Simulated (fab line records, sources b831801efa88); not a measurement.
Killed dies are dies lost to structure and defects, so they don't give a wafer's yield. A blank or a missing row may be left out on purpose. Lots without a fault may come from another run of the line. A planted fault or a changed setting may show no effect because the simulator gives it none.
One fault seen from 2 desks | flow sfq_line | each desk has only its own numbers; what lay behind them comes last

THE TOOL OWNER'S DESK: litho_track-03
The tool's own readings at SFQ_TRILAYER_I6_VIA_LITHO_DEVELOP_171 (time 60 s): means of the sampled wafers that have a number, for each lot that ran on this tool. A lot is out of limits, marked OUT, if its mean lies more than 4 standard deviations from the usual mean; the brackets give that distance.
Columns: A = chill_plate_temp_C at SFQ_TRILAYER_I6_VIA_LITHO_DEVELOP_171, usual 23.00 C; B = exhaust_pa at SFQ_TRILAYER_I6_VIA_LITHO_DEVELOP_171, usual 45.0 Pa
lot  | first seen here | A     | B
L663 | day 65 21:26    | 22.98 | 45.4
L669 | day 66 19:23    | 23.02 | 45.2
L680 | day 70 03:08    | 22.96 | 45.1
This desk's finding: nothing out of limits on any of the 3 lots.

THE METROLOGY DESK
What the gauges read, lot by lot, whatever tool the lot ran on: means of the sampled wafers that have a number. A lot is out of limits, marked OUT, if its mean lies more than 4 standard deviations from the usual mean; the brackets give that distance.
Columns: A = C5_OVL at SFQ_C5_OVL_MEAS_937, usual 0 nm
lot  | first seen here | A
L663 | day 64 02:46    | 0
L665 | day 64 09:59    | -5
L667 | day 65 01:35    | 1
L668 | day 65 05:11    | 9
L669 | day 65 08:46    | -5
L671 | day 65 11:11    | -2
L672 | day 66 21:59    | -9
L673 | day 67 00:22    | 1
L674 | day 67 01:34    | 10
L678 | day 69 01:11    | 3
L680 | day 69 09:35    | 2
L681 | day 69 11:59    | -5
L682 | day 70 00:08    | -5
L685 | day 70 13:20    | 6
L686 | day 70 16:55    | 11
This desk's finding: nothing out of limits on any of the 15 lots.

PUT TOGETHER
The tool owner's desk saw nothing out of limits.
The metrology desk saw nothing out of limits.

WHAT THE SIMULATOR HAD PUT IN
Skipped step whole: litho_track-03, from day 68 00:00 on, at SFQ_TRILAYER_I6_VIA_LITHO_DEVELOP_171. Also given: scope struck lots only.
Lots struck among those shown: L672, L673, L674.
